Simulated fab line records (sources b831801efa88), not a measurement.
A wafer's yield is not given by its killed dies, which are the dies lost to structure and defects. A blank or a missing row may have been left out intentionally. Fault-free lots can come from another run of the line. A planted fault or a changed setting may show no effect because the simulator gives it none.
What tool caused it? -- flow sky130 -- Sampling: 6 lots, 18 wafers, 3 of 708 route steps

== WHAT THE GAUGES SHOWED, per wafer ==
SKY_VT_ADJUST_HVTP_TW_MEAS_11.
lot,measured,on,VT_ADJUST_HVTP_TW
L321,day 6 20:11,film metro-03,1376 1378 1376
L323,day 7 07:36,film metro-02,1355 1349 1364
L328,day 8 16:11,film metro-02,1357 1346 1343
L334,day 10 06:47,film metro-03,1380 1379 1382
L338,day 11 11:17,film metro-02,1349 1346 1352
L341,day 12 13:49,film metro-03,1376 1379 1375

== TOOL THAT RAN EACH LOT (tool first, then ch and the chambers of the sampled wafers, then the start) ==
lot,SKY_FIELD_ISO_ETCH_14,SKY_VT_ADJUST_HVTP_STRIP_10
L321,"rie diel-03 ch 0,3, day 2 20:58","plasma asher-01 ch 0,1, day 6 20:05"
L323,"rie diel-01 ch 1,2, day 3 06:43","plasma asher-03 ch 0,1, day 7 07:29"
L328,"rie diel-03 ch 2,3, day 4 08:00","plasma asher-04 ch 0,1, day 8 16:05"
L334,"rie diel-03 ch 0,2,3, day 5 15:21","plasma asher-04 ch 0,1, day 10 06:41"
L338,"rie diel-01 ch 1,2,3, day 6 16:03","plasma asher-01 ch 0,1, day 11 11:11"
L341,"rie diel-01 ch 0,1,3, day 7 06:28","plasma asher-03 ch 0,1, day 12 13:43"
- SKY_FIELD_ISO_ETCH_14: etches BARC in N2/H2, stops on SiO2, time 45.9 s, target depth 60 nm.
- SKY_VT_ADJUST_HVTP_STRIP_10: strips in O2/N2.

== THE ANSWER, worked out from the rows above alone ==
Rule: the usual values come from the lots themselves. The widest of any qualifying gaps counts: lots, ordered by their means at a reading, are off when they make up no more than a third of the lots, leave a main group of 4 or more, and stand apart from it by 3 or more times the standard deviation of that group's means. The tables above print the reading to a certain number of digits; a main group whose means all agree to those digits is not used. A lot without any number at a reading at which 4 lots or more have one is off too. The other lots that the step has rows for count as sound.
Across all readings shown, no lot is off: no conclusion can be drawn from this.

== WHAT THE SIMULATOR HAD INSERTED ==
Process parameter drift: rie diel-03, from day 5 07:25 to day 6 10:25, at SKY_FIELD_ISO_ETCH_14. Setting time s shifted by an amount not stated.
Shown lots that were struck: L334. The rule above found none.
